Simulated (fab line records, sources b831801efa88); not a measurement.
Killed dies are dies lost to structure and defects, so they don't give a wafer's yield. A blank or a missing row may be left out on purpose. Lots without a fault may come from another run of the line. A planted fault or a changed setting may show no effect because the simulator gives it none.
Problem report in the 8D (eight disciplines) form, filled by code | flow gf180mcu | the parts of the form that need people (team, actions taken, sign-off) are left out

1. THE PROBLEM
rf_fwd_power_W at GF_M3_METAL_ETCH_16 reads a mean of 925.2 W on 6 wafers of 2 lots; wafers without a fault read 796.6 W with a standard deviation of 2.6. That is +49 standard deviations from the usual mean.
The step: etches the open film in Cl2/BCl3, stops on SiO2, target depth 750.8 nm, time 125.1 s.
First seen on wafer L916.1, day 25 18:44, on rie_metal-01. The record holds 35 wafers of 12 lots with a number at this step. Rule for "out", or "out of limits": more than 4 standard deviations from the usual mean. The other wafers with a number count as sound.

2. WHAT IT IS AND WHAT IT IS NOT
question                    | is                     | is not
which readings at this step | rf_fwd_power_W         | drypump_motor_current_A, oes_product_au, throttle_valve_pct
which lots                  | L916, L917             | L905, L906, L907, L908, L909, L918, L919, L921, L922, L924
which wafers of those lots  | all that have a number | -
read on which tools         | rie_metal-01           | rie_metal-03, rie_metal-04
when                        | from day 25 18:44      | up to then (15 sound wafers); but 14 sound wafers of L918, L919, L921, L922, L924 came after

3. SUSPECTS, AND WHAT RULES EACH OUT
Counting: a tool at a process step up to the reading stays a suspect if it ran every lot that is out and no sound lot after the first of them.
- rie_metal-01 at GF_M3_METAL_ETCH_16 (etches the open film in Cl2/BCl3, stops on SiO2, target depth 750.8 nm, time 125.1 s): kept. It ran every lot that is out, first L916 (day 25 18:44), and no sound lot after that; its last sound lot up to then is L907 (day 22 11:40). Its own readings are out on those wafers: rf_fwd_power_W.
Left after counting: rie_metal-01 at GF_M3_METAL_ETCH_16.

4. THE CAUSE (what the simulator had put in)
Process parameter drift: rie_metal-01, from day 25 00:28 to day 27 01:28, at GF_M3_METAL_ETCH_16. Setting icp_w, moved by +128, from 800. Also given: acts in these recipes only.
Counting left only this tool.

5. THE CHAIN OF EFFECTS, in route order
Each row: a reading whose mean over the struck wafers that have a number lies more than 3 standard deviations from the usual. Only readings for which the record gives a usual standard deviation are gone through. hours: the time from each lot's start at the first step in this table that gives one to its start at this step, as a median over the lots. sigmas: the change in usual standard deviations.
hours | step                | reading                  | usual      | on struck wafers | change | sigmas
0     | GF_M3_METAL_ETCH_16 | rf_fwd_power_W           | 796.6 W    | 925.2            | +128.6 | +49
0     | GF_M3_STRIP_17      | oes_product_au           | 0.539 a.u. | 0.522            | -0.017 | -3.1
0     | GF_M3_STRIP_17      | strip_time_to_endpoint_s | 7.42 s     | 7.05             | -0.37  | -5.3
The process steps in it:
- GF_M3_METAL_ETCH_16: etches the open film in Cl2/BCl3, stops on SiO2, target depth 750.8 nm, time 125.1 s.
- GF_M3_STRIP_17: strips in O2/N2.

6. WHAT WOULD HAVE CAUGHT IT SOONER
In this record the first reading out of limits was taken at day 25 18:44, 18 hours after the fault began at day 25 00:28.
